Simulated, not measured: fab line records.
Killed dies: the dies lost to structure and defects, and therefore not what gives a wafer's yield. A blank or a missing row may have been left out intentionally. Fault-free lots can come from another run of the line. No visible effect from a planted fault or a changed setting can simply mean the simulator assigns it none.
Check of tool commonality || flow gf180mcu || 14 lots, 42 wafers sampled

== WHY IT WAS OPENED ==
2 of 14 lots carry a flag on the reading LVPWELL_RS at GF_VT_IMPLANT_RS_MEAS_48. Wafers without a fault read 1197 ohm/sq, standard deviation 3.
Rule: a lot is flagged when every wafer of it that has a number lies more than 4 standard deviations from that mean, or none has a number. The other lots count as sound.

{"lot": "L544", "measured": "day 7 11:07", "on": "filmMetro-04", "LVPWELL_RS (ohm/sq), wafer by wafer": "1196 1199 1195", "flag": ""}
{"lot": "L545", "measured": "day 7 21:23", "on": "filmMetro-02", "LVPWELL_RS (ohm/sq), wafer by wafer": "1201 1195 1197", "flag": ""}
{"lot": "L546", "measured": "day 8 06:16", "on": "filmMetro-04", "LVPWELL_RS (ohm/sq), wafer by wafer": "1197 1194 1197", "flag": ""}
{"lot": "L547", "measured": "day 8 07:08", "on": "filmMetro-03", "LVPWELL_RS (ohm/sq), wafer by wafer": "1199 1195 1195", "flag": ""}
{"lot": "L548", "measured": "day 8 13:10", "on": "filmMetro-03", "LVPWELL_RS (ohm/sq), wafer by wafer": "1200 1201 1200", "flag": ""}
{"lot": "L553", "measured": "day 9 23:30", "on": "filmMetro-03", "LVPWELL_RS (ohm/sq), wafer by wafer": "1288 1282 1287", "flag": "FLAGGED"}
{"lot": "L554", "measured": "day 10 05:35", "on": "filmMetro-03", "LVPWELL_RS (ohm/sq), wafer by wafer": "1290 1288 1286", "flag": "FLAGGED"}
{"lot": "L560", "measured": "day 11 22:23", "on": "filmMetro-02", "LVPWELL_RS (ohm/sq), wafer by wafer": "1198 1196 1196", "flag": ""}
{"lot": "L561", "measured": "day 12 03:35", "on": "filmMetro-02", "LVPWELL_RS (ohm/sq), wafer by wafer": "1194 1194 1193", "flag": ""}
{"lot": "L563", "measured": "day 12 17:22", "on": "filmMetro-02", "LVPWELL_RS (ohm/sq), wafer by wafer": "1198 1195 1192", "flag": ""}
{"lot": "L564", "measured": "day 12 21:52", "on": "filmMetro-04", "LVPWELL_RS (ohm/sq), wafer by wafer": "1190 1192 1194", "flag": ""}
{"lot": "L565", "measured": "day 13 05:29", "on": "filmMetro-03", "LVPWELL_RS (ohm/sq), wafer by wafer": "1195 1194 1194", "flag": ""}
{"lot": "L566", "measured": "day 13 12:42", "on": "filmMetro-02", "LVPWELL_RS (ohm/sq), wafer by wafer": "1198 1198 1200", "flag": ""}
{"lot": "L567", "measured": "day 14 04:52", "on": "filmMetro-04", "LVPWELL_RS (ohm/sq), wafer by wafer": "1197 1197 1199", "flag": ""}
The numbers of the flagged lots are 1287 ohm/sq on average: +90 ohm/sq against the usual, or +30 standard deviations.

== LOT BY LOT: THE TOOL USED ==
The record holds 1 process step before the reading, out of a route of 602 steps. Each cell gives the tool, then ch followed by the chambers the sampled wafers passed through, then the start.
{"lot": "L544", "flag": "", "GF_LVPWELL_IMPLANT_09": "implanter-01 ch 0, day 3 20:13"}
{"lot": "L545", "flag": "", "GF_LVPWELL_IMPLANT_09": "implanter-03 ch 0, day 4 05:24"}
{"lot": "L546", "flag": "", "GF_LVPWELL_IMPLANT_09": "implanter-03 ch 0, day 4 12:47"}
{"lot": "L547", "flag": "", "GF_LVPWELL_IMPLANT_09": "implanter-01 ch 0, day 4 13:00"}
{"lot": "L548", "flag": "", "GF_LVPWELL_IMPLANT_09": "implanter-01 ch 0, day 4 18:53"}
{"lot": "L553", "flag": "FLAGGED", "GF_LVPWELL_IMPLANT_09": "implanter-02 ch 0, day 6 00:01"}
{"lot": "L554", "flag": "FLAGGED", "GF_LVPWELL_IMPLANT_09": "implanter-02 ch 0, day 6 05:02"}
{"lot": "L560", "flag": "", "GF_LVPWELL_IMPLANT_09": "implanter-01 ch 0, day 7 15:21"}
{"lot": "L561", "flag": "", "GF_LVPWELL_IMPLANT_09": "implanter-01 ch 0, day 7 19:59"}
{"lot": "L563", "flag": "", "GF_LVPWELL_IMPLANT_09": "implanter-01 ch 0, day 8 06:58"}
{"lot": "L564", "flag": "", "GF_LVPWELL_IMPLANT_09": "implanter-01 ch 0, day 8 12:10"}
{"lot": "L565", "flag": "", "GF_LVPWELL_IMPLANT_09": "implanter-01 ch 0, day 8 16:06"}
{"lot": "L566", "flag": "", "GF_LVPWELL_IMPLANT_09": "implanter-02 ch 0, day 8 22:29"}
{"lot": "L567", "flag": "", "GF_LVPWELL_IMPLANT_09": "implanter-02 ch 0, day 9 11:01"}
What is done by these steps:
- GF_LVPWELL_IMPLANT_09
- GF_VT_IMPLANT_RS_MEAS_48: measures by four-point-probe.

== FLAGGED OVER TOTAL, TOOL BY TOOL (the gauges that took the reading come last) ==
{"step": "GF_LVPWELL_IMPLANT_09", "tool": "implanter-01", "lots run": 8, "flagged": 0, "share of the flagged lots": "none", "sound lots run after its first flagged lot": "-"}
{"step": "GF_LVPWELL_IMPLANT_09", "tool": "implanter-02", "lots run": 4, "flagged": 2, "share of the flagged lots": "all", "sound lots run after its first flagged lot": "2 (L566,L567)"}
{"step": "GF_LVPWELL_IMPLANT_09", "tool": "implanter-03", "lots run": 2, "flagged": 0, "share of the flagged lots": "none", "sound lots run after its first flagged lot": "-"}
{"step": "GF_VT_IMPLANT_RS_MEAS_48", "tool": "filmMetro-02", "lots run": 5, "flagged": 0, "share of the flagged lots": "none", "sound lots run after its first flagged lot": "-"}
{"step": "GF_VT_IMPLANT_RS_MEAS_48", "tool": "filmMetro-03", "lots run": 5, "flagged": 2, "share of the flagged lots": "all", "sound lots run after its first flagged lot": "1 (L565)"}
{"step": "GF_VT_IMPLANT_RS_MEAS_48", "tool": "filmMetro-04", "lots run": 4, "flagged": 0, "share of the flagged lots": "none", "sound lots run after its first flagged lot": "-"}

== THE TABLE: WHAT IT ALLOWS ==
Every flagged lot went through 2 rows of the table: implanter-02 at GF_LVPWELL_IMPLANT_09 and filmMetro-03 at GF_VT_IMPLANT_RS_MEAS_48.
- implanter-02 at GF_LVPWELL_IMPLANT_09: 2 of its 4 lots flagged. Sound lots followed the first flagged one (L566, L567) on it, something a lasting fault affecting the whole tool could not allow. Its own readings lie more than 4 standard deviations out on every wafer of the flagged lots: doseIonsCm2, faradayCurrentUA.
- filmMetro-03 at GF_VT_IMPLANT_RS_MEAS_48: 2 of its 5 lots flagged. Sound lots followed the first flagged one (L565) on it, something a lasting fault affecting the whole tool could not allow.
Every row of the table either missed a flagged lot or ran a sound lot after the first.

== WHAT HAD BEEN PUT IN BY THE SIMULATOR ==
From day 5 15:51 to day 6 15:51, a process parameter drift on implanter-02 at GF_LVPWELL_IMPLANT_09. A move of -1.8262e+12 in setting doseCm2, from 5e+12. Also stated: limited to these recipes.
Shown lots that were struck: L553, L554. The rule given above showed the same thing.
